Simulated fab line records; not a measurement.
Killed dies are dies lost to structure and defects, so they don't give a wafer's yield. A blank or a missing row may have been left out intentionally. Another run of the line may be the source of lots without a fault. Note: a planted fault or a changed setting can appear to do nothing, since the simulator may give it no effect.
fab line records	flow sky130
[record] lots = 11	wafers = 33	last-day = 50
route steps=708 shown LDD_HVN@274 SD_P@327 RES_XHIGH@339 PAD_OPEN@708
lots untouched by any fault: they come from a run of this same line in which no faults occurred
start-h: start of the lot's first displayed wafer, in hours after the record's first day	wait-h: how many hours have passed since the lot's step before this one	" repeats the value in the row above	L1.1+2: several wafers, shown together as one row	- no value, or no start was given	* or withheld: withheld	< > ~ a bound
route shown NAME@n: names a module that has steps shown in the file, with the first one's number in the route	usual: the fault-free wafers' mean and standard deviation	same: alike in all rows	chamber/n: place in a boat	sites: the reading at each site	_std_site: the values' standard deviation	_edge_site: mean of outer sites minus mean of inner sites	radius-mm: for every site, how far away it sits from the centre of the wafer	mask NAME#n: copy n	behind: the tool/chamber that last shaped the wafer	hold: why the lot was held/for how many hours/how that ended	device: whichever transistor did not switch (one of n, p or np)	end of line: tests of these same wafers at the route's end	a step with no rows: only its recipe	killed: the dies lost at the first sort to structure and to defects; this is not the yield of the wafer	map: dies across one wafer; x = killed, . = not, _ = none there
set.NAME: the run value of the setting; set.NAME@STEP: its run value at that earlier step	model.NAME: the simulator's own value behind a step, which no gauge read
the route's steps for a sample of lots (tables are steps, rows are wafers)
services: from which hour (start-h, from the record's first day; less than 0 if before it) a tool's chamber was out of use, for how many hours, and why
[[steps]]
[step SKY_LDD_HVN_OVL_MEAS_07]
[usual] LDD_HVN_OVL = -0.2/1.5
lot.wafer	tool	chamber	start-h	wait-h	LDD_HVN_OVL[nm]
L405.1	overlay-01	-	443.71	0.1	2.7
L405.4	"	-	"	"	0.3
L405.6	"	-	"	"	2.5
L408.2	overlay-02	-	480.99	0.1	-0.9
L408.3	"	-	"	"	-1.2
L408.4	"	-	"	"	-1.6
L411.1	overlay-02	-	527.69	0.1	-0.8
L411.2	"	-	"	"	0.0
L411.3	"	-	"	"	-0.8
L412.2	overlay-02	-	527.99	0.1	0.8
L412.4	"	-	"	"	2.0
L412.5	"	-	"	"	1.2
L415.2	overlay-01	-	556.57	0.1	-0.1
L415.3	"	-	"	"	-0.5
L415.4	"	-	"	"	-0.1
L417.1	overlay-01	-	564.54	0.1	-0.2
L417.4	"	-	"	"	-0.4
L417.6	"	-	"	"	-1.4
L423.1	overlay-01	-	623.68	0.1	-2.3
L423.3	"	-	"	"	-0.8
L423.5	"	-	"	"	-1.6
L424.3	overlay-01	-	629.00	0.1	1.4
L424.4	"	-	"	"	0.8
L424.6	"	-	"	"	2.0
L426.1	overlay-02	-	659.84	0.1	1.2
L426.2	"	-	"	"	1.0
L426.4	"	-	"	"	1.4
L428.2	overlay-02	-	661.34	0.1	-1.6
L428.3	"	-	"	"	-2.4
L428.6	"	-	"	"	-0.9
L427.1	overlay-02	-	665.41	0.1	-2.9
L427.2	"	-	"	"	-2.3
L427.3	"	-	"	"	-1.8
[step SKY_SD_P_CD_MEAS_07]
[recipe] target-cd-nm = 380
[usual] cd-nm = 379.6/2.9
lot.wafer	tool	chamber	start-h	wait-h	cd-nm
L405.1	cd-sem-02	-	570.58	0.1	379.5
L405.4	"	-	"	"	377.7
L405.6	"	-	"	"	379.1
L408.2	cd-sem-02	-	603.45	0.1	377.4
L408.3	"	-	"	"	378.3
L408.4	"	-	"	"	378.5
L411.1	cd-sem-02	-	647.56	0.1	380.3
L411.2	"	-	"	"	381.5
L411.3	"	-	"	"	378.0
L412.2	cd-sem-01	-	647.61	0.1	381.6
L412.4	"	-	"	"	380.4
L412.5	"	-	"	"	377.0
L415.2	cd-sem-02	-	676.65	0.1	385.6
L415.3	"	-	"	"	381.6
L415.4	"	-	"	"	380.9
L417.1	cd-sem-02	-	681.84	0.1	374.8
L417.4	"	-	"	"	377.0
L417.6	"	-	"	"	379.6
L423.1	cd-sem-01	-	738.54	0.1	376.8
L423.3	"	-	"	"	378.4
L423.5	"	-	"	"	381.0
L424.3	cd-sem-01	-	743.77	0.1	379.0
L424.4	"	-	"	"	381.2
L424.6	"	-	"	"	379.9
L426.1	cd-sem-01	-	772.41	0.1	379.5
L426.2	"	-	"	"	378.4
L426.4	"	-	"	"	376.5
L428.2	cd-sem-02	-	773.86	0.1	377.8
L428.3	"	-	"	"	381.6
L428.6	"	-	"	"	381.4
L427.1	cd-sem-01	-	779.31	0.1	376.6
L427.2	"	-	"	"	378.6
L427.3	"	-	"	"	376.2
[step SKY_SD_P_OVL_MEAS_08]
[usual] SD_P_OVL = -0.7/1.2
lot.wafer	tool	chamber	start-h	wait-h	SD_P_OVL[nm]
L405.1	overlay-01	-	570.70	0.1	-1.1
L405.4	"	-	"	"	-2.5
L405.6	"	-	"	"	-2.0
L408.2	overlay-01	-	603.56	0.1	-0.1
L408.3	"	-	"	"	-1.4
L408.4	"	-	"	"	0.3
L411.1	overlay-02	-	647.68	0.1	-1.6
L411.2	"	-	"	"	0.0
L411.3	"	-	"	"	-2.0
L412.2	overlay-01	-	647.71	0.1	-2.3
L412.4	"	-	"	"	-0.3
L412.5	"	-	"	"	-1.3
L415.2	overlay-02	-	676.76	0.1	0.3
L415.3	"	-	"	"	-0.2
L415.4	"	-	"	"	-1.4
L417.1	overlay-01	-	681.96	0.1	1.1
L417.4	"	-	"	"	-0.2
L417.6	"	-	"	"	0.8
L423.1	overlay-01	-	738.66	0.1	-1.7
L423.3	"	-	"	"	-0.5
L423.5	"	-	"	"	-0.3
L424.3	overlay-02	-	743.87	0.1	-3.0
L424.4	"	-	"	"	-1.9
L424.6	"	-	"	"	-3.8
L426.1	overlay-01	-	772.53	0.1	-1.3
L426.2	"	-	"	"	-0.7
L426.4	"	-	"	"	-1.2
L428.2	overlay-01	-	773.96	0.1	-0.4
L428.3	"	-	"	"	-0.3
L428.6	"	-	"	"	-2.0
L427.1	overlay-02	-	779.43	0.1	-0.9
L427.2	"	-	"	"	-2.2
L427.3	"	-	"	"	-0.4
[step SKY_RES_XHIGH_IMPLANT_07]
[recipe] species = BF2	energy-kev = 20	dose-cm2 = 3.6e+14	tilt-deg = 0
[usual] dose-ions-cm2 = 3.6e+14/4.6e+11
lot.wafer	tool	chamber	start-h	wait-h	dose-ions-cm2
L405.1	implanter-04	0	599.19	0.1	3.6e+14
L405.4	"	0	"	"	3.597e+14
L405.6	"	0	"	"	3.598e+14
L408.2	implanter-02	0	632.40	0.1	3.596e+14
L408.3	"	0	"	"	3.599e+14
L408.4	"	0	"	"	3.597e+14
L411.1	implanter-02	0	676.31	0.1	3.602e+14
L411.2	"	0	"	"	3.606e+14
L411.3	"	0	"	"	3.606e+14
L412.2	implanter-02	0	676.49	0.2	3.602e+14
L412.4	"	0	"	"	3.605e+14
L412.5	"	0	"	"	3.602e+14
L415.2	implanter-03	0	704.44	0.1	4.022e+14
L415.3	"	0	"	"	4.02e+14
L415.4	"	0	"	"	4.021e+14
L417.1	implanter-03	0	709.49	0.1	4.012e+14
L417.4	"	0	"	"	4.015e+14
L417.6	"	0	"	"	4.024e+14
L423.1	implanter-02	0	766.03	0.1	3.6e+14
L423.3	"	0	"	"	3.6e+14
L423.5	"	0	"	"	3.597e+14
L424.3	implanter-02	0	770.14	0.1	3.599e+14
L424.4	"	0	"	"	3.599e+14
L424.6	"	0	"	"	3.598e+14
L426.1	implanter-04	0	798.33	0.1	3.6e+14
L426.2	"	0	"	"	3.602e+14
L426.4	"	0	"	"	3.598e+14
L428.2	implanter-03	0	800.11	0.1	3.594e+14
L428.3	"	0	"	"	3.599e+14
L428.6	"	0	"	"	3.604e+14
L427.1	implanter-04	0	805.69	0.1	3.602e+14
L427.2	"	0	"	"	3.597e+14
L427.3	"	0	"	"	3.601e+14
[step SKY_RES_XHIGH_STRIP_08]
[recipe] chemistry = O2/N2	power-w = 1400	pressure-mtorr = 1500	platen-temp-c = withheld	o2-flow-sccm = 3000	n2-flow-sccm = 300	overash-fraction = 0.5
[usual] drypump-motor-current-A = 5.3/0.34	n2-flow-sccm = 300.0/0.89	oes-product-au = 0.711/0.004	strip-time-to-endpoint-s = 14.29/0.038
lot.wafer	tool	chamber	start-h	wait-h	drypump-motor-current-A	n2-flow-sccm	oes-product-au	rf-hours-counter-h	strip-time-to-endpoint-s
L405.1	plasma-asher-01	1	599.34	0.1	5.3	301.0	0.712	17	14.32
L405.4	"	0	"	"	4.8	299.2	0.706	-	14.35
L405.6	"	0	"	"	4.8	298.9	0.708	-	14.30
L408.2	plasma-asher-03	1	632.52	0.1	5.8	301.3	0.715	79	14.28
L408.3	"	0	"	"	5.5	298.9	0.713	-	14.26
L408.4	"	1	"	"	5.7	300.6	0.706	-	14.25
L411.1	plasma-asher-01	1	676.46	0.1	5.3	300.3	0.703	25	14.30
L411.2	"	0	"	"	4.8	300.8	0.709	25	14.27
L411.3	"	1	"	"	5.3	299.2	0.713	-	14.26
L412.2	plasma-asher-03	0	676.61	0.1	5.5	301.6	0.714	83	14.26
L412.4	"	0	"	"	5.5	298.9	0.710	-	14.27
L412.5	"	1	"	"	5.7	299.3	0.712	-	14.29
L415.2	plasma-asher-02	0	704.56	0.1	5.0	300.2	0.702	59	14.43
L415.3	"	0	"	"	5.0	301.7	0.710	-	14.43
L415.4	"	1	"	"	5.6	298.6	0.709	-	14.44
L417.1	plasma-asher-03	0	709.64	0.1	5.5	300.1	0.711	86	14.36
L417.4	"	0	"	"	5.5	300.4	0.707	-	14.28
L417.6	"	1	"	"	5.8	300.0	0.707	-	14.38
L423.1	plasma-asher-03	0	766.18	0.1	5.5	300.7	0.712	92	14.32
L423.3	"	0	"	"	5.5	300.0	0.705	-	14.32
L423.5	"	1	"	"	5.7	299.6	0.708	-	14.31
L424.3	plasma-asher-02	0	770.27	0.1	4.9	302.3	0.715	-	14.29
L424.4	"	1	"	"	5.6	299.7	0.711	-	14.29
L424.6	"	1	"	"	5.6	301.5	0.702	-	14.29
L426.1	plasma-asher-01	1	798.48	0.1	5.3	300.5	0.715	37	14.27
L426.2	"	0	"	"	4.8	299.6	0.713	37	14.24
L426.4	"	1	"	"	5.3	301.0	0.710	-	14.22
L428.2	plasma-asher-03	0	800.24	0.1	5.5	298.4	0.709	95	14.31
L428.3	"	0	"	"	5.5	299.7	0.716	-	14.26
L428.6	"	0	"	"	5.5	299.3	0.710	-	14.28
L427.1	plasma-asher-01	0	805.84	0.1	4.8	299.3	0.711	38	14.28
L427.2	"	1	"	"	5.3	299.9	0.707	38	14.28
L427.3	"	0	"	"	4.8	298.0	0.712	-	14.28
[step SKY_RES_XHIGH_TW_MEAS_09]
[usual] RES_XHIGH_TW = 1639/13
lot.wafer	tool	chamber	start-h	wait-h	RES_XHIGH_TW
L405.1	film-metro-02	-	599.44	0.1	1646
L405.4	"	-	"	"	1648
L405.6	"	-	"	"	1655
L408.2	film-metro-03	-	632.63	0.1	1627
L408.3	"	-	"	"	1627
L408.4	"	-	"	"	1621
L411.1	film-metro-02	-	676.56	0.1	1634
L411.2	"	-	"	"	1647
L411.3	"	-	"	"	1644
L412.2	film-metro-04	-	676.72	0.1	1618
L412.4	"	-	"	"	1631
L412.5	"	-	"	"	1618
L415.2	film-metro-02	-	704.67	0.1	1701
L415.3	"	-	"	"	1698
L415.4	"	-	"	"	1702
L417.1	film-metro-04	-	709.74	0.1	1687
L417.4	"	-	"	"	1681
L417.6	"	-	"	"	1683
L423.1	film-metro-03	-	766.28	0.1	1634
L423.3	"	-	"	"	1637
L423.5	"	-	"	"	1638
L424.3	film-metro-02	-	770.36	0.1	1650
L424.4	"	-	"	"	1634
L424.6	"	-	"	"	1649
L426.1	film-metro-02	-	798.58	0.1	1666
L426.2	"	-	"	"	1668
L426.4	"	-	"	"	1665
L428.2	film-metro-02	-	800.35	0.1	1659
L428.3	"	-	"	"	1663
L428.6	"	-	"	"	1669
L427.1	film-metro-02	-	805.94	0.1	1657
L427.2	"	-	"	"	1650
L427.3	"	-	"	"	1661
[step SKY_SD_N_RS_MEAS_18]
[recipe] thk-meas-gauge = four-point-probe
[usual] RES_XHIGH_RS = 333.6/1.1
lot.wafer	tool	chamber	start-h	wait-h	RES_XHIGH_RS[ohm/sq]
L405.1	film-metro-03	-	628.52	0.1	333.0
L405.4	"	-	"	"	333.6
L405.6	"	-	"	"	333.4
L408.2	film-metro-02	-	662.04	0.1	333.1
L408.3	"	-	"	"	334.9
L408.4	"	-	"	"	333.8
L411.1	film-metro-03	-	705.05	0.1	334.7
L411.2	"	-	"	"	333.8
L411.3	"	-	"	"	335.6
L412.2	film-metro-04	-	705.38	0.1	334.3
L412.4	"	-	"	"	333.8
L412.5	"	-	"	"	334.2
L415.2	film-metro-04	-	732.58	0.1	305.0
L415.3	"	-	"	"	304.2
L415.4	"	-	"	"	303.9
L417.1	film-metro-03	-	738.15	0.1	304.6
L417.4	"	-	"	"	304.9
L417.6	"	-	"	"	304.8
L423.1	film-metro-03	-	793.61	0.1	334.6
L423.3	"	-	"	"	333.4
L423.5	"	-	"	"	334.5
L424.3	film-metro-03	-	797.40	0.1	333.6
L424.4	"	-	"	"	334.1
L424.6	"	-	"	"	334.5
L426.1	film-metro-03	-	826.47	0.1	331.0
L426.2	"	-	"	"	331.8
L426.4	"	-	"	"	331.9
L428.2	film-metro-04	-	827.47	0.1	331.7
L428.3	"	-	"	"	332.8
L428.6	"	-	"	"	331.6
L427.1	film-metro-04	-	832.92	0.1	332.5
L427.2	"	-	"	"	334.4
L427.3	"	-	"	"	333.3
[step SKY_PAD_OPEN_PROBE_99]
[usual] killed_at_M0_to_M3 = 44/7	killed_at_M4_up = 3.0/1.9	killed-at-contacts = 24/5.4	killed-at-front-end = 15/4.6	killed-at-other = 0.3/0.5	killed-dies = 87/10	killed-open = 47/7	killed-short = 40/6.2
[same] gross-dies = 492	killed-at-back-side = 0
lot.wafer	tool	chamber	start-h	wait-h	killed_at_M0_to_M3	killed_at_M4_up	killed-at-contacts	killed-at-front-end	killed-at-other	killed-dies	killed-open	killed-short
L408.2	prober-01	-	1085.20	0.1	39	3	26	9	1	78	38	40
L408.3	prober-01	-	1085.25	0.2	40	2	20	15	0	77	50	27
L408.4	prober-01	-	1085.30	0.2	35	3	13	13	0	64	33	31
L417.1	prober-02	-	1140.65	0.1	43	2	22	12	1	80	48	32
L417.4	prober-02	-	1140.80	0.2	46	7	22	17	0	92	59	33
L417.6	prober-02	-	1140.90	0.2	35	2	33	23	0	93	57	36
// killed by level:class
L408.2 CONTACT:geometric-particle:open=10 METAL2:geometric-particle:short=8 VIA1:geometric-particle:open=6 METAL1:geometric-particle:short=5 VIA1:geometric-particle:short=5 VIA3:geometric-particle:open=5 LI_CONTACT:geometric-particle:open=4 LOCAL_INTERCONNECT:geometric-particle:short=4
L408.3 CONTACT:geometric-particle:open=10 VIA3:geometric-particle:open=8 VIA1:geometric-particle:short=6 POLY_GATE:geometric-particle:open=5 LI_CONTACT:geometric-particle:open=5 VIA1:geometric-particle:open=5 METAL2:geometric-particle:short=5 VIA2:geometric-particle:open=5
L408.4 CONTACT:geometric-particle:open=6 METAL1:geometric-particle:short=6 VIA1:geometric-particle:open=6 VIA2:geometric-particle:open=5 POLY_GATE:geometric-particle:open=4 VIA3:geometric-particle:open=4 FIELD_ISO:geometric-particle:short=3 POLY_GATE:geometric-particle:short=3
L417.1 VIA1:geometric-particle:open=14 CONTACT:geometric-particle:open=8 VIA2:geometric-particle:open=8 LI_CONTACT:geometric-particle:open=5 LI_CONTACT:geometric-particle:short=4 METAL1:geometric-particle:short=4 VIA3:geometric-particle:open=4 METAL2:geometric-particle:short=3
L417.4 CONTACT:geometric-particle:open=12 VIA3:geometric-particle:open=11 VIA1:geometric-particle:open=9 VIA2:geometric-particle:open=8 LI_CONTACT:geometric-particle:open=7 METAL4:geometric-particle:short=6 FIELD_ISO:geometric-particle:short=5 VIA2:geometric-particle:short=5
L417.6 VIA1:geometric-particle:open=10 POLY_GATE:geometric-particle:open=8 CONTACT:geometric-particle:open=8 CONTACT:geometric-particle:short=8 LI_CONTACT:geometric-particle:open=7 FIELD_ISO:geometric-particle:open=5 VIA2:geometric-particle:open=5 VIA3:geometric-particle:open=5
[[services]]
tool	chamber	start-h	hours	kind
plasma-asher-02	-	595.70	1.3	repair
implanter-03	-	616.13	2.7	pm
implanter-04	-	633.61	85.5	pm
implanter-02	-	638.65	0.9	repair
implanter-03	-	670.48	6.1	repair
plasma-asher-03	-	681.79	2.5	repair
implanter-02	-	716.81	0.5	repair
implanter-02	-	725.87	3.5	pm
implanter-04	-	751.24	1.5	repair
plasma-asher-02	-	751.82	0.6	repair
plasma-asher-03	-	768.52	0.8	repair
implanter-02	-	798.43	11.4	repair
[[key]]
[first-sign] step = SKY_RES_XHIGH_IMPLANT_07	reading = dose-ions-cm2	direction = up	sigmas = 90	usual = *	struck = *
[effect] step = SKY_RES_XHIGH_STRIP_08	reading = strip-time-to-endpoint-s	direction = up	sigmas = 2.6	usual = *	struck = *
[effect] step = SKY_RES_XHIGH_TW_MEAS_09	reading = RES_XHIGH_TW	direction = up	sigmas = 4	usual = 1639	struck = 1692
[effect] step = SKY_SD_N_RS_MEAS_18	reading = RES_XHIGH_RS	direction = down	sigmas = 26	usual = 333.6	struck = 304.6
met-at SKY_RES_XHIGH_IMPLANT_07
struck-lots L415,L417
tester-left-out L415,L417
not-acting-at SKY_LDD_HVN_OVL_MEAS_07,SKY_SD_P_CD_MEAS_07,SKY_SD_P_OVL_MEAS_08
[fault] kind = process-parameter-drift	tool = implanter-03	chamber = -	onset-h = 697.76	steps = SKY_RES_XHIGH_IMPLANT_07	channel = dose-cm2	offset = *	shape = step	end-h = 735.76	acts-in = *	stated = *
// tester-left-out: of these lots the tester's yield and bins aren't shown, on N5 and GAA mostly nor the transistor test; their killed dies are dies lost to structure and defects alone, not to doping, threshold or leakage, so they don't give the yield
